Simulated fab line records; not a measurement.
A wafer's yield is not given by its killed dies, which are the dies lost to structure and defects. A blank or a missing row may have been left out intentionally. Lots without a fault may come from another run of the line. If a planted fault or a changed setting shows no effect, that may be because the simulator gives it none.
Chamber matching | flow sky130 | SKY_PASSIVATION_ETCH_11 on rie diel-02 has 4 sister chambers
The step etches the open film in CF4/O2, stops on AlCu, target depth 725 nm, time 161.1 s. 4 wafers are shown with their chamber, then 7 later ones without.

== WAFERS, EACH WITH ITS CHAMBER ==
wafer  | chamber | drypump motor current A (A)
L079.6 | 3       | 5.99
L084.6 | 2       | 6.01
L087.1 | 1       | 5.90
L087.3 | 0       | 6.03

== WAFERS WITH NO CHAMBER GIVEN ==
wafer  | drypump motor current A (A)
L087.4 | 6.01
L089.1 | 6.08
L089.2 | 6.04
L089.5 | 6.07
L096.3 | 6.03
L096.4 | 6.05
L096.5 | 6.05

== EACH ONE'S CHAMBER ==
wafer  | from the rows above          | in truth
L087.4 | can't be placed: 2 or 3 or 0 | 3
L089.1 | can't be placed: 0 or 2 or 3 | 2
L089.2 | can't be placed: 0 or 2 or 3 | 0
L089.5 | can't be placed: 0 or 2 or 3 | 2
L096.3 | can't be placed: 0 or 2 or 3 | 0
L096.4 | can't be placed: 0 or 2 or 3 | 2
L096.5 | can't be placed: 0 or 2 or 3 | 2
Correct placement for 0 of the 7. From these rows, 7 cannot be placed; in 7 the true chamber is one of the candidates. Placed wrongly: 0.
How it was worked out, from the rows above alone: a wafer's distance from a chamber is the root of the sum, over the readings, of the square of ((its reading less the chamber's mean) divided by the reading's scatter). If the next closest chamber is less than 2 further off than the closest, the wafer can't be placed; otherwise it belongs to the closest. A chamber's mean is the mean of its shown wafers. The scatter: with one shown wafer a chamber, the root of the mean of the squares of how far each hidden wafer lies from its nearest shown one.
